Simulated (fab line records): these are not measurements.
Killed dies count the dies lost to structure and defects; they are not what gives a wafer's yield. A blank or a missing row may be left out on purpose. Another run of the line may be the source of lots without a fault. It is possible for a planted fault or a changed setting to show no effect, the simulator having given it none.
A lot that was struck, set against a sound lot ; flow gf180mcu ; 21 out of 602 route steps
Sound: these wafers, L260.2, L260.3, L260.6. Wafers struck: L268.2, L268.5, L268.6. The cause comes at the end.
Each step with rows lists, per side, the tool, then ch with its chambers, then its first start. Under that, the readings that differ: sound wafers ; struck wafers ; difference of the means ; sigmas: that difference in standard deviations of wafers without a fault.
alike: words and numbers the same on both sides, and readings whose means are apart by under 2 such deviations; not compared: readings that were withheld, readings missing a value for some wafer, numbers with overlapping values and no deviation given by the record, and bounds like >300 which may hide the same value.
Wherever a step has rows on one side only, a row that says differs or no value, or a row with sigmas, the two part there. Numbers that don't overlap but have no deviation are shown without sigmas and don't part them. A reading that every wafer of one side lacks parts them only if that side has two wafers or more.

GF_TOP_METAL_CD_MEAS_14: target cd 440 nm.
  sound on cd-sem-02 at day 29 13:50; struck on cd-sem-02 at day 31 23:59
  alike: cd-nm
GF_TOP_METAL_OVL_MEAS_15:
  sound on overlay-01 at day 29 13:57; struck on overlay-02 at day 32 00:06
  alike: TOP_METAL_OVL
GF_TOP_METAL_METAL_ETCH_16: etches the open film in Cl2/BCl3, stops on SiO2, target depth 1197 nm, time 199.5 s.
  sound on rie-metal-03 ch 0,1, day 29 13:59; struck on rie-metal-03 ch 0,1, day 32 00:08
  alike: drypump-motor-current-A, oes-product-au, throttle-valve-pct
  not compared: rf-hours-counter-h
GF_TOP_METAL_STRIP_17: strips in O2/N2.
  sound on plasma-asher-02 ch 0,1, day 29 14:14; struck on plasma-asher-02 ch 0,1, day 32 00:19
  alike: drypump-motor-current-A, heater-power-w, oes-product-au, platen-temp-c, strip-time-to-endpoint-s
  not compared: rf-hours-counter-h
then, 2 steps without rows for these wafers: GF_TOP_METAL_STRIP_18 (strips in post etch residue remover, time 1200 s); GF_TOP_METAL_CLEAN_19 (cleans in DIW).
GF_PASSIVATION_CVD_00: deposits SiO2 from TEOS, target thk 1000 nm, time 114.1 s.
  sound on pecvd-02 ch 0,1,2, day 29 14:46; struck on pecvd-02 ch 0,1,2, day 32 00:51
  alike: heater-power-outer-w, heater-power-w
GF_PASSIVATION_THK_MEAS_01:
  sound on film-metro-04 at day 29 14:52; struck on film-metro-04 at day 32 01:02
  alike: PASSIVATION_CVD_00_THK
GF_PASSIVATION_CVD_02: deposits Si3N4, target thk 700 nm, time 486.18 s.
  sound on pecvd-04 ch 1,2, day 29 14:55; struck on pecvd-04 ch 0,1, day 32 01:05
  alike: heater-power-outer-w, heater-power-w
GF_PASSIVATION_THK_MEAS_03:
  sound on film-metro-02 at day 29 15:12; struck on film-metro-01 at day 32 01:23
  alike: PASSIVATION_CVD_02_THK
then, 2 steps without rows for these wafers: GF_PASSIVATION_DEHYDRATE_04 (time 60 s); GF_PASSIVATION_HMDS_05 (prime time 60 s).
GF_PASSIVATION_COAT_06: resist thk 4000 nm.
  sound on litho-track-01 ch 0, day 30 00:03; struck on litho-track-03 ch 0, day 32 09:19
reading;sound;struck;difference;sigmas
spin-speed-rpm (rpm);1997.1 1999.0 1999.4;2081.8 2083.8 2082.2;+84.1;+70
model.coat_of_PASSIVATION_COAT_06.thk-nm (nm);4037 4035 4026;3941 3910 3933;-105;
then, 4 steps without rows for these wafers: GF_PASSIVATION_SOFTBAKE_07; GF_PASSIVATION_EXPOSE_08 (exposes mask Pad, target cd 40000 nm); GF_PASSIVATION_PEB_09; GF_PASSIVATION_DEVELOP_10 (develop time 60 s).
GF_PASSIVATION_ETCH_11: etches the open film in CF4/O2, stops on TiN, target depth 2040 nm, time 453.3 s.
  sound on rie-diel-04 ch 0,1, day 30 09:13; struck on rie-diel-01 ch 0,3, day 32 18:14
reading;sound;struck;difference;sigmas
model.coat_of_PASSIVATION_COAT_06.thk-nm (nm);2666 2705 2652;2598 2566 2525;-111;
  alike: drypump-motor-current-A, oes-product-au, throttle-valve-pct
  not compared: rf-hours-counter-h
GF_PASSIVATION_STRIP_12: strips in O2/N2.
  sound on plasma-asher-01 ch 0,1, day 30 09:29; struck on plasma-asher-01 ch 0,1, day 32 18:31
reading;sound;struck;difference;sigmas
strip-time-to-endpoint-s (s);32.3 32.7 32.1;31.5 31.2 30.7;-1.2;-3
  alike: drypump-motor-current-A, heater-power-w, oes-product-au, platen-temp-c
  not compared: rf-hours-counter-h
then, 1 step without rows for these wafers: GF_PASSIVATION_ANNEAL_13 (time 1800 s).
GF_PASSIVATION_PROBE_99:
  the record has rows for the sound wafers here (prober-02, day 30 11:16) and none for the struck ones

== WHERE THEY PART ==
Last at GF_PASSIVATION_PROBE_99 as far as this record goes, first at GF_PASSIVATION_COAT_06.

WHY: what had been put in by the simulator
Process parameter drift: litho-track-03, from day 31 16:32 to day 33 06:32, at GF_PASSIVATION_COAT_06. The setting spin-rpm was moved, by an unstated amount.
